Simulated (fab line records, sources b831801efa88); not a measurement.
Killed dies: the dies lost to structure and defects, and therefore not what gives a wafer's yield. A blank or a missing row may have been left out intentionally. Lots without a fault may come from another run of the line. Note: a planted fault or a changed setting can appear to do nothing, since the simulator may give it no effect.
Struck lot and sound lot, side by side | flow sky130 | 17 out of 708 route steps
Sound: these wafers, L686.1, L686.5, L686.6. Wafers L693.1, L693.3, L693.6 were the ones struck. The cause is given at the end.
Each step with rows lists, per side, the tool, then ch with its chambers, then its first start. Under that, the readings that differ: sound wafers | struck wafers | difference of the means | sigmas: that difference in standard deviations of wafers without a fault.
alike: readings whose means differ by less than 2 such deviations, and words and numbers that are the same on both sides. not compared: withheld readings, readings that some wafer has no value for, bounds like >300 that may hide the same value, and numbers for which the record gives no deviation and whose values overlap.
Wherever a step has rows on one side only, a row that says differs or no value, or a row with sigmas, the two part there. Numbers that don't overlap but have no deviation are shown without sigmas and don't part them. A reading missing from all wafers of one side parts the sides only when that side holds two or more wafers.

SKY_VT_ADJUST_HVTR_OVL_MEAS_08:
  struck on overlay-01, day 12 05:29; sound on overlay-02, day 9 22:56
  alike: VT_ADJUST_HVTR_OVL
after that, 1 step had no rows for these wafers: SKY_VT_ADJUST_HVTR_IMPLANT_09.
SKY_VT_ADJUST_HVTR_STRIP_10: strips in O2/N2.
  sound on plasma_asher-04 ch 0,1, day 9 23:07; struck on plasma_asher-03 ch 0, day 12 05:41
  reading                     | sound       | struck      | difference | sigmas
  drypump_motor_current_A (A) | 6.6 6.6 6.7 | 4.9 4.9 4.9 | -1.7       | -3
  alike: n2_flow_sccm, oes_product_au, strip_time_to_endpoint_s
  not compared: rf_hours_counter_h
SKY_VT_ADJUST_HVTR_TW_MEAS_11:
  struck on film_metro-01, day 12 05:47; sound on film_metro-02, day 9 23:13
  alike: VT_ADJUST_HVTR_TW
then, 7 steps without rows for these wafers: SKY_VT_ADJUST_PCH_DEHYDRATE_00 (time 60 s); SKY_VT_ADJUST_PCH_HMDS_01 (prime time 60 s); SKY_VT_ADJUST_PCH_COAT_02 (resist thk 3000 nm); SKY_VT_ADJUST_PCH_SOFTBAKE_03; SKY_VT_ADJUST_PCH_EXPOSE_04 (exposes mask NWM, target cd 840 nm); SKY_VT_ADJUST_PCH_PEB_05; SKY_VT_ADJUST_PCH_DEVELOP_06 (develop time 60 s).
SKY_VT_ADJUST_PCH_OVL_MEAS_07:
  struck on overlay-02, day 13 06:43; sound on overlay-02, day 10 21:34
  alike: VT_ADJUST_PCH_OVL
SKY_VT_ADJUST_PCH_IMPLANT_08:
  sound on implanter-01 ch 0, day 10 21:36; struck on implanter-01 ch 0, day 13 06:45
  reading                          | sound                     | struck                           | difference  | sigmas
  beam_on_s (s)                    | 10.10 9.64 10.01          | 12.34 12.36 12.02                | +2.32       | +12
  end_station_pressure_torr (Torr) | 4.91e-06 4.9e-06 4.81e-06 | 0.00010017 0.00010565 0.00010155 | +0.00009758 | +99 or more
  faraday_current_uA               | 2.78 2.91 2.81            | 2.30 2.30 2.37                   | -0.51       | -9
SKY_VT_ADJUST_PCH_STRIP_09: strips in O2/N2.
  sound on plasma_asher-02 ch 0,1, day 10 21:45; struck on plasma_asher-04 ch 0, day 13 06:54
  alike: drypump_motor_current_A, n2_flow_sccm, oes_product_au, strip_time_to_endpoint_s
  not compared: rf_hours_counter_h
SKY_VT_ADJUST_PCH_TW_MEAS_10:
  struck on film_metro-03, day 13 07:00; sound on film_metro-02, day 10 21:51
  reading          | sound             | struck            | difference | sigmas
  VT_ADJUST_PCH_TW | 143.6 143.2 142.6 | 147.5 148.1 148.3 | +4.8       | +3
then, 1 step without rows for these wafers: SKY_SONOS_TUNNEL_DEHYDRATE_00 (time 60 s).
-- here the record skips 35 days between the struck wafers' starts before and after, leaving off in module SONOS_TUNNEL and picking up in module PAD_OPEN (first step shown: number 708 of the route) --
SKY_PAD_OPEN_PROBE_99:
  struck on prober-01, day 48 03:38; sound on prober-01, day 46 05:25
  reading                                   | sound                   | struck                  | difference | sigmas
  killed_at_contacts                        | 27 34 40                | 12 22 22                | -15        | -3
  killed_at_other                           | 3 1 1                   | 0 1 0                   | -1         | -2
  model.etest.pfet_g5v0d10v5.off_log10_a_um | -12.89 -12.75 -12.85    | -11.99 -12.33 -11.88    | +0.76      |
  model.etest.pfet_01v8_lvt.off_log10_a_um  | -9.025 -9.341 -9.154    | -8.511 -8.545 -8.598    | +0.622     |
  model.etest.pfet_g5v0d10v5.vt_sat_v (V)   | -0.6587 -0.6619 -0.6634 | -0.5812 -0.607 -0.5741  | +0.0739    |
  model.etest.pfet_16v.vt_v (V)             | -1.112 -1.117 -1.113    | -1.04 -1.046 -1.042     | +0.07      |
  model.etest.pfet_g5v0d10v5.vt_v (V)       | -0.8381 -0.8445 -0.8486 | -0.7812 -0.8005 -0.7737 | +0.0586    |
  model.etest.pfet_g5v0d10v5.vt_long_v (V)  | -0.9428 -0.9412 -0.9387 | -0.8832 -0.8875 -0.8852 | +0.0556    |
  model.etest.pfet_01v8_lvt.vt_sat_v (V)    | -0.4573 -0.4682 -0.4605 | -0.4065 -0.4153 -0.4108 | +0.0511    |
  model.etest.pfet_01v8_lvt.vt_v (V)        | -0.542 -0.5547 -0.5459  | -0.4958 -0.5061 -0.4976 | +0.0477    |
  alike: killed_at_M0_to_M3, killed_at_M4_up, killed_at_front_end, killed_dies, killed_open, killed_short

== WHERE THEY PART ==
Earliest at SKY_VT_ADJUST_HVTR_STRIP_10; latest, in this record, at SKY_PAD_OPEN_PROBE_99.

WHY: the cause the simulator had injected
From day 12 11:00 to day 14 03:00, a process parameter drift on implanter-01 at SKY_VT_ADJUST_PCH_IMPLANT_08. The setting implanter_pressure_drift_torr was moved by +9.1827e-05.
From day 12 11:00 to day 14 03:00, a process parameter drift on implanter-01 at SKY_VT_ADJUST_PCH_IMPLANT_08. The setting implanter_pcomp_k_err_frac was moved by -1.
